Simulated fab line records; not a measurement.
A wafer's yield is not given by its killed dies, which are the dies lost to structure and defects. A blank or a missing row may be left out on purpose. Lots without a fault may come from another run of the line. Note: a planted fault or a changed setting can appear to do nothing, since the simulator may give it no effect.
fab line records	flow sky130
record: lots: 11	wafers: 33	lastDay: 50
route steps=708 shown CONTACT@423 METAL3@566 VIA3@588 METAL5@677 PAD_OPEN@708
lots that met no fault: from a run of the same line without faults
startH: start of the lot's first displayed wafer, in hours after the record's first day	waitH: time in hours since the lot's previous step	" as in the row above	L1.1+2: a single row standing in for several wafers	- no value, or no start was given	* or withheld: withheld	< > ~ a bound
route shown NAME@n: names a module that has steps shown in the file, with the first one's number in the route	usual: mean and standard deviation over wafers with no fault	same: alike in all rows	chamber/n: place in a boat	sites: the reading at each site	_std_site: how widely they spread, as a standard deviation	_edge_site: outer sites' mean less inner sites'	radiusMm: how far each site lies from the wafer's centre	mask NAME#n: copy n	behind: tool/chamber where the wafer was last shaped	hold: why the lot was held/for how many hours/how that ended	device: the transistor (n, p or np) that didn't switch	end of line: the route-end tests of the same wafers	a step with no rows: only its recipe	killed: the dies lost at the first sort to structure and to defects; this is not the yield of the wafer	map: per-die view of a wafer (x killed, . not killed, _ where there is no die)
set.NAME: the setting that was run; set.NAME@STEP: the one run at that earlier step	model.NAME: the simulator's own value behind a step, which no gauge read
one table for each step of the route and one row for each wafer, over a sample of lots
services: a tool's chamber out of use, with start hour (startH, from the record's first day; less than 0 if before it), hours out, and reason
== steps ==
step: SKY_CONTACT_ETCH_17
recipe: target: SiO2	chemistry: C4F8/O2/Ar	stopOn: Si3N4	maskMaterial: KrF-thick	sourceW: 1500	biasW: 1200	pressureMtorr: 40	c4f8FlowSccm: withheld	O2_flow_sccm: 6	Ar_flow_sccm: 300	timeS: withheld	targetDepthA: 3400
usual: chamberPressureMTorr: 40.00/0.034	oesProductAu: 0.892/0.0055	rfFwdPowerW: 1487/5.5
lot.wafer	tool	chamber	startH	waitH	chamberPressureMTorr	oesProductAu	rfFwdPowerW
L780.1	rieDiel-02	3	731.04	0.0	40.03	0.895	1484
L780.2	"	1	"	"	40.01	0.889	1482
L780.5	"	0	"	"	39.98	0.889	1482
L781.1	rieDiel-02	2	733.08	0.0	40.00	0.889	1487
L781.4	"	1	"	"	39.99	0.894	1489
L781.5	"	0	"	"	39.98	0.887	1488
L785.2	rieDiel-01	0	781.04	0.0	40.02	0.903	1485
L785.4	"	1	"	"	40.01	0.875	1493
L785.5	"	3	"	"	39.97	0.895	1490
L788.1	rieDiel-02	3	800.08	0.0	39.98	0.885	1496
L788.3	"	0	"	"	40.00	0.899	1496
L788.5	"	1	"	"	40.04	0.887	1484
L790.1	rieDiel-03	2	813.58	0.0	40.05	0.899	1484
L790.3	"	1	"	"	39.99	0.888	1480
L790.5	"	0	"	"	40.06	0.892	1490
L791.1	rieDiel-03	2	823.78	0.0	39.99	0.901	1490
L791.3	"	0	"	"	40.04	0.901	1497
L791.4	"	3	"	"	40.05	0.895	1480
L796.2	rieDiel-02	3	863.26	0.0	39.99	0.889	1488
L796.3	"	1	"	"	40.05	0.895	1488
L796.4	"	0	"	"	39.97	0.887	1489
L799.2	rieDiel-01	0	886.84	0.0	39.96	0.889	1488
L799.3	"	3	"	"	39.97	0.879	1493
L799.5	"	3	"	"	40.00	0.884	1489
L800.2	rieDiel-02	1	888.66	0.0	40.00	0.887	1476
L800.3	"	2	"	"	39.95	0.897	1491
L800.5	"	2	"	"	40.05	0.893	1491
L801.1	rieDiel-03	2	897.86	0.0	39.99	0.885	1487
L801.2	"	0	"	"	40.00	0.892	1486
L801.3	"	3	"	"	40.00	0.884	1474
L803.1	rieDiel-01	0	906.70	0.0	40.00	0.888	1490
L803.2	"	2	"	"	39.98	0.893	1483
L803.4	"	3	"	"	40.03	0.892	1493
step: SKY_METAL3_ETCH_16
recipe: chemistry: N2/H2	target: BARC	ionEnergyEv: 200	biasW: 100	pressureMtorr: 30	n2FlowSccm: 100	h2FlowSccm: 200	icpW: 500	stopOn: SiO2	timeS: 88.2	targetDepthA: 600
usual: chamberPressureMTorr: 30.001/0.025	drypumpMotorCurrentA: 5.5/0.52	oesProductAu: 0.625/0.0048	rfFwdPowerW: 497.0/1.5	throttleValvePct: 13.205/0.0095
lot.wafer	tool	chamber	startH	waitH	chamberPressureMTorr	drypumpMotorCurrentA	oesProductAu	rfFwdPowerW	rfHoursCounterH	throttleValvePct
L780.1	rieMetal-02	1	899.08	0.0	29.999	5.0	0.621	496.9	12	13.201
L780.2	"	0	"	"	30.007	5.3	0.626	496.5	1	13.229
L780.5	"	1	"	"	29.944	5.1	0.621	494.3	-	13.209
L781.1	rieMetal-02	0	902.28	0.0	30.026	5.3	0.617	496.0	1	13.201
L781.4	"	0	"	"	30.009	5.3	0.617	495.3	-	13.195
L781.5	"	0	"	"	29.968	5.3	0.627	497.4	-	13.204
L785.2	rieMetal-03	1	945.13	0.0	30.006	6.5	0.634	495.4	5	13.201
L785.4	"	0	"	"	30.025	5.6	0.633	497.3	-	13.200
L785.5	"	0	"	"	29.993	5.6	0.628	495.8	-	13.199
L788.1	rieMetal-03	0	962.67	0.0	29.974	5.6	0.620	497.0	4	13.212
L788.3	"	0	"	"	30.033	5.6	0.633	496.2	-	13.197
L788.5	"	1	"	"	30.001	6.5	0.623	495.3	-	13.204
L790.1	rieMetal-04	0	975.28	0.0	30.019	5.0	0.626	499.2	7	13.208
L790.3	"	1	"	"	29.994	5.9	0.626	499.3	-	13.189
L790.5	"	0	"	"	30.035	5.0	0.620	500.5	-	13.202
L791.1	rieMetal-03	0	983.78	0.0	30.018	5.6	0.633	495.7	5	13.201
L791.3	"	1	"	"	29.989	6.5	0.621	498.2	-	13.208
L791.4	"	0	"	"	29.997	5.5	0.631	494.3	-	13.214
L796.2	rieMetal-03	1	1019.18	0.0	29.981	6.5	0.623	498.9	11	13.208
L796.3	"	0	"	"	30.022	5.6	0.629	496.8	-	13.212
L796.4	"	1	"	"	29.982	6.5	0.621	496.4	-	13.183
L799.2	rieMetal-03	1	1041.14	0.0	30.037	6.5	0.624	497.0	12	13.216
L799.3	"	0	"	"	30.026	5.6	0.627	496.6	-	13.205
L799.5	"	0	"	"	29.963	5.6	0.624	495.1	-	13.218
L800.2	rieMetal-02	0	1041.32	0.0	30.056	5.3	0.628	496.1	9	13.211
L800.3	"	0	"	"	29.992	5.3	0.627	498.8	-	13.207
L800.5	"	0	"	"	29.965	5.3	0.625	496.4	-	13.191
L801.1	rieMetal-04	1	1050.68	0.0	29.985	5.9	0.624	497.8	12	13.224
L801.2	"	0	"	"	29.966	5.0	0.613	498.6	11	13.227
L801.3	"	1	"	"	29.968	5.9	0.624	497.9	-	13.211
L803.1	rieMetal-02	1	1056.73	0.0	30.033	5.1	0.634	495.3	21	13.207
L803.2	"	0	"	"	30.017	5.3	0.620	497.3	10	13.207
L803.4	"	0	"	"	29.950	5.3	0.622	495.4	-	13.220
step: SKY_VIA3_ETCH_15
recipe: target: SiO2	chemistry: C4F8/O2/Ar	targetDepthNm: 507	stopOn: TiN	maskMaterial: KrF-thick	sourceW: 1500	biasW: 1200	pressureMtorr: 40	c4f8FlowSccm: withheld	O2_flow_sccm: 6	Ar_flow_sccm: 300	timeS: 78
usual: chamberPressureMTorr: 40.00/0.04	oesProductAu: 0.945/0.0049	rfFwdPowerW: 1489/5.9
lot.wafer	tool	chamber	startH	waitH	chamberPressureMTorr	oesProductAu	rfFwdPowerW	rfHoursCounterH
L780.1	rieDiel-02	0	925.64	0.0	40.02	0.943	1481	11
L780.2	"	1	"	"	40.00	0.943	1484	16
L780.5	"	0	"	"	39.97	0.940	1483	-
L781.1	rieDiel-03	2	929.31	0.0	40.12	0.946	1495	26
L781.4	"	1	"	"	40.00	0.942	1481	12
L781.5	"	0	"	"	40.03	0.944	1489	-
L785.2	rieDiel-01	3	971.04	0.0	40.02	0.947	1487	22
L785.4	"	0	"	"	40.01	0.935	1488	15
L785.5	"	3	"	"	40.03	0.941	1497	-
L788.1	rieDiel-02	3	988.19	0.0	40.00	0.957	1489	25
L788.3	"	1	"	"	39.95	0.945	1492	17
L788.5	"	0	"	"	39.97	0.942	1485	-
L790.1	rieDiel-03	0	1000.31	0.0	40.01	0.949	1500	17
L790.3	"	2	"	"	40.04	0.942	1493	28
L790.5	"	1	"	"	40.02	0.944	1483	-
L791.1	rieDiel-02	0	1008.89	0.0	40.00	0.948	1490	13
L791.3	"	1	"	"	40.03	0.953	1493	18
L791.4	"	2	"	"	40.03	0.950	1491	19
L796.2	rieDiel-01	1	1043.16	0.0	40.01	0.951	1491	18
L796.3	"	2	"	"	40.02	0.945	1486	13
L796.4	"	3	"	"	40.01	0.936	1485	24
L799.2	rieDiel-01	1	1065.01	0.0	39.99	0.949	1485	19
L799.3	"	2	"	"	40.08	0.943	1493	14
L799.5	"	1	"	"	40.01	0.947	1494	-
L800.2	rieDiel-02	1	1065.39	0.0	40.02	0.947	1492	20
L800.3	"	0	"	"	39.98	0.948	1492	14
L800.5	"	1	"	"	40.00	0.947	1492	-
L801.1	rieDiel-01	3	1073.86	0.0	40.08	0.948	1487	25
L801.2	"	1	"	"	40.08	0.955	1481	19
L801.3	"	2	"	"	40.05	0.948	1483	14
L803.1	rieDiel-02	3	1079.76	0.0	40.00	0.942	1495	28
L803.2	"	2	"	"	40.04	0.947	1496	21
L803.4	"	1	"	"	39.93	0.944	1483	-
step: SKY_METAL5_STRIP_16
recipe: chemistry: O2/N2	powerW: 1400	pressureMtorr: 1500	platenTempC: withheld	o2FlowSccm: 3000	n2FlowSccm: 300	overashFraction: 0.5
usual: chamberPressureMTorr: 1499.9/1.4	drypumpMotorCurrentA: 5.54/0.24	oesProductAu: 0.710/0.0047	stripTimeToEndpointS: 13.11/0.12
same: overashFraction: 0.5
lot.wafer	tool	chamber	startH	waitH	chamberPressureMTorr	drypumpMotorCurrentA	oesProductAu	rfHoursCounterH	stripTimeToEndpointS
L780.1	plasmaAsher-02	0	1026.26	0.2	1497.3	5.72	0.712	121	13.07
L780.2	"	1	"	"	1501.0	5.51	0.708	121	12.84
L780.5	"	0	"	"	1501.5	5.71	0.712	-	13.18
L781.1	plasmaAsher-04	0	1028.73	0.2	1501.2	5.13	0.716	28	13.17
L781.4	"	0	"	"	1499.0	5.12	0.702	-	12.94
L781.5	"	0	"	"	1498.7	5.10	0.715	-	13.13
L785.2	plasmaAsher-02	1	1067.04	0.2	1500.2	5.43	0.711	0	13.05
L785.4	"	1	"	"	1500.5	5.47	0.708	-	13.11
L785.5	"	0	"	"	1499.0	5.70	0.710	-	12.90
L788.1	plasmaAsher-01	1	1084.46	0.2	1499.0	5.52	0.705	97	13.26
L788.3	"	1	"	"	1500.7	5.53	0.709	-	13.13
L788.5	"	1	"	"	1498.8	5.54	0.708	-	13.23
L790.1	plasmaAsher-04	0	1090.86	0.2	1498.9	5.13	0.714	33	13.03
L790.3	"	0	"	"	1501.4	5.11	0.709	-	13.14
L790.5	"	1	"	"	1502.1	5.74	0.709	-	13.14
L791.1	plasmaAsher-04	1	1099.58	0.2	1501.7	5.71	0.710	34	12.99
L791.3	"	0	"	"	1497.9	5.10	0.709	-	13.08
L791.4	"	1	"	"	1497.6	5.70	0.705	-	13.07
L796.2	plasmaAsher-01	0	1131.38	0.2	1499.5	5.83	0.715	101	13.18
L796.3	"	0	"	"	1498.8	5.84	0.712	-	13.19
L796.4	"	1	"	"	1501.4	5.53	0.704	-	13.17
L799.2	plasmaAsher-04	1	1150.26	0.2	1501.8	5.71	0.708	39	13.14
L799.3	"	0	"	"	1500.1	5.12	0.708	-	13.19
L799.5	"	0	"	"	1497.1	5.13	0.706	-	13.31
L800.2	plasmaAsher-02	1	1151.31	0.2	1499.0	5.42	0.704	9	12.90
L800.3	"	0	"	"	1499.6	5.68	0.708	-	12.90
L800.5	"	1	"	"	1499.3	5.42	0.712	-	12.91
L801.1	plasmaAsher-02	0	1156.28	0.2	1498.8	5.71	0.706	9	13.16
L801.2	"	1	"	"	1501.1	5.44	0.700	9	13.31
L801.3	"	0	"	"	1501.0	5.71	0.703	-	13.27
L803.1	plasmaAsher-04	0	1162.31	0.2	1497.9	5.12	0.705	40	13.14
L803.2	"	1	"	"	1499.1	5.71	0.714	40	13.22
L803.4	"	1	"	"	1501.7	5.72	0.718	-	13.25
step: SKY_PAD_OPEN_PROBE_99
usual: killed_at_M0_to_M3: 44/6.9	killed_at_M4_up: 3.3/1.8	killedAtContacts: 24/5	killedAtFrontEnd: 16/4.6	killedAtOther: 0.2/0.42	killedDies: 88/9.2	killedOpen: 48/7.3	killedShort: 40/6.5
same: grossDies: 492	killedAtBackSide: 0
lot.wafer	tool	chamber	startH	waitH	killed_at_M0_to_M3	killed_at_M4_up	killedAtContacts	killedAtFrontEnd	killedAtOther	killedDies	killedOpen	killedShort
L790.1	prober-01	-	1133.79	0.1	41	8	76	7	0	132	41	41
L790.3	prober-01	-	1133.89	0.2	46	7	25	15	0	93	63	30
L790.5	prober-01	-	1133.99	0.2	50	5	29	17	0	101	61	40
L791.1	prober-02	-	1141.62	0.1	38	2	68	11	0	119	36	34
L791.3	prober-02	-	1141.72	0.2	46	3	25	22	0	96	54	42
L791.4	prober-02	-	1141.77	0.2	38	3	24	18	0	83	47	36
killed by level:class
L790.1 CONTACT:unspecified=50 VIA1:geometricParticle:open=11 CONTACT:geometricParticle:open=7 VIA3:geometricParticle:open=7 METAL2:geometricParticle:short=7 METAL4:geometricParticle:short=7 LI_CONTACT:geometricParticle:open=6 LOCAL_INTERCONNECT:geometricParticle:short=6
L790.3 VIA1:geometricParticle:open=18 LI_CONTACT:geometricParticle:open=11 VIA3:geometricParticle:open=7 CONTACT:geometricParticle:open=6 POLY_GATE:geometricParticle:open=5 METAL2:geometricParticle:short=5 VIA2:geometricParticle:open=5 METAL4:geometricParticle:short=5
L790.5 CONTACT:geometricParticle:open=15 VIA3:geometricParticle:open=11 FIELD_ISO:geometricParticle:open=8 VIA1:geometricParticle:open=8 LI_CONTACT:geometricParticle:open=6 LOCAL_INTERCONNECT:geometricParticle:short=6 METAL1:geometricParticle:short=5 VIA1:geometricParticle:short=5
L791.1 CONTACT:unspecified=49 VIA2:geometricParticle:open=11 VIA1:geometricParticle:short=7 CONTACT:geometricParticle:open=6 VIA1:geometricParticle:open=6 METAL1:geometricParticle:short=5 LI_CONTACT:geometricParticle:short=4 LOCAL_INTERCONNECT:geometricParticle:short=4
L791.3 VIA1:geometricParticle:open=11 CONTACT:geometricParticle:open=10 FIELD_ISO:geometricParticle:open=9 VIA2:geometricParticle:short=8 FIELD_ISO:geometricParticle:short=6 VIA2:geometricParticle:open=6 VIA3:geometricParticle:open=6 LI_CONTACT:geometricParticle:open=5
L791.4 CONTACT:geometricParticle:open=13 METAL2:geometricParticle:short=8 FIELD_ISO:geometricParticle:open=6 VIA1:geometricParticle:short=6 VIA3:geometricParticle:open=6 FIELD_ISO:geometricParticle:short=4 LI_CONTACT:geometricParticle:open=4 VIA1:geometricParticle:open=4
== services ==
tool	chamber	startH	hours	kind
plasmaAsher-04	-	733.75	9.0	pm
rieDiel-02	1	789.25	8.6	repair
rieDiel-03	-	806.87	0.6	repair
rieDiel-03	3	811.05	7.2	repair
rieDiel-01	2	822.98	55.5	repair
plasmaAsher-04	-	850.34	1.8	repair
rieDiel-02	-	860.85	1.1	repair
rieDiel-03	2	883.51	2.9	repair
rieDiel-01	-	887.10	0.4	repair
rieDiel-02	-	914.95	2.8	pm
rieMetal-03	0	945.59	14.8	repair
rieDiel-02	-	946.93	28.1	pm
plasmaAsher-04	-	969.31	1.4	repair
rieDiel-02	0	990.15	3.2	repair
rieDiel-03	2	1015.28	3.3	repair
rieDiel-01	-	1019.23	0.1	repair
rieDiel-02	2	1037.51	3.8	repair
plasmaAsher-04	-	1045.34	14.6	pm
rieMetal-03	-	1050.13	0.5	repair
plasmaAsher-04	-	1065.75	1.9	repair
plasmaAsher-04	-	1072.80	6.1	repair
rieDiel-02	0	1075.81	6.4	repair
rieDiel-03	3	1094.15	3.1	repair
rieDiel-01	1	1134.96	2.5	repair
== key ==
firstSign: step: SKY_PAD_OPEN_PROBE_99	reading: killedAtContacts	direction: up	sigmas: 9.6	usual: 24	struck: 72
effect: step: SKY_PAD_OPEN_PROBE_99	reading: killedDies	direction: up	sigmas: 4.1	usual: 88	struck: 126
metAt SKY_CONTACT_ETCH_17
struckLots L790,L791
struckWafers L790.1,L791.1
testerLeftOut L790,L791
notActingAt SKY_METAL3_ETCH_16,SKY_VIA3_ETCH_15,SKY_METAL5_STRIP_16
fault: kind: chamberParticleSource	tool: rieDiel-03	chamber: 2	onsetH: 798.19	steps: SKY_CONTACT_ETCH_17	ratePerVisitCm2: 0.58666	endH: 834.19
testerLeftOut: of these lots the tester's yield and bins aren't shown, on N5 and GAA mostly nor the transistor test; their killed dies are dies lost to structure and defects alone, not to doping, threshold or leakage, so they don't give the yield
